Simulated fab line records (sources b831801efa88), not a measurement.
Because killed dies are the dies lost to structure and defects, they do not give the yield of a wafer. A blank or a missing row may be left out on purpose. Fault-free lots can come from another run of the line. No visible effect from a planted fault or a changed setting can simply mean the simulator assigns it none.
Problem report in the 8D (eight disciplines) form, filled by code | flow sky130 | the parts of the form that need people (team, actions taken, sign-off) are left out

== 1. THE ISSUE ==
Mean of dose_ions_cm2 at SKY_NWELL_IMPLANT_13: 7e+11 across 6 wafers in 2 lots; on wafers with no fault it is 7e+11 (standard deviation 7.5e+08). That is -56 standard deviations from the usual mean.
The first sign was on wafer L571.3 at day 9 07:38, on implanter-02. The record holds 42 wafers of 14 lots with a number at this step. Rule for "out", or "out of limits": more than 4 standard deviations from the usual mean. The rest of the wafers with a number are treated as sound.

== 2. WHAT IT IS, AND WHAT IT ISN'T ==
question                    | is                     | is not
which readings at this step | dose_ions_cm2          | -
which lots                  | L571, L572             | L553, L554, L555, L559, L560, L561, L562, L565, L573, L574, L575, L576
which wafers of those lots  | all that have a number | -
read on which tools         | implanter-02           | implanter-03, implanter-04
when                        | from day 9 07:38       | up to then (24 sound wafers); but 12 sound wafers of L573, L574, L575, L576 came after

== 3. WHAT RULES OUT EACH SUSPECT ==
Counting: a tool at a process step up to the reading stays a suspect if it ran every lot that is out and no sound lot after the first of them.
- implanter-02 at SKY_NWELL_IMPLANT_13: kept. All lots that are out passed through it, beginning with L571 at day 9 07:38, and no sound lot followed; its final sound lot before that point was L562 at day 7 01:25. Its own readings are out on those wafers: dose_ions_cm2.
Remaining after the count: implanter-02 at SKY_NWELL_IMPLANT_13.

== 4. THE CAUSE (what the simulator had put in) ==
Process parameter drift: implanter-02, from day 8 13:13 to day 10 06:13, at SKY_NWELL_IMPLANT_13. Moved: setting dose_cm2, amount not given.
After counting, this tool was the only one left.

== 5. SEQUENCE OF EFFECTS, ordered by route ==
Rows list readings where the struck wafers' mean (over those with a number) sits beyond 3 standard deviations from the usual. Only readings whose record carries a usual standard deviation are examined. hours: median over the lots of the time between each lot's start at the first step of this table that gives one and its start at this step. sigmas: the change, counted in usual standard deviations.
hours | step                 | reading            | usual | on struck wafers | change | sigmas
0     | SKY_NWELL_IMPLANT_13 | dose_ions_cm2      | 7e+11 | 7e+11            | -4e+10 | -56
0     | SKY_NWELL_IMPLANT_13 | faraday_current_uA | 3.95  | 3.70             | -0.25  | -3.4
Process steps it contains:
- SKY_NWELL_IMPLANT_13

== 6. WHAT WOULD HAVE CAUGHT IT SOONER ==
In this record the first reading out of limits was taken at day 9 07:38, 18 hours after the fault began at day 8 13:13.
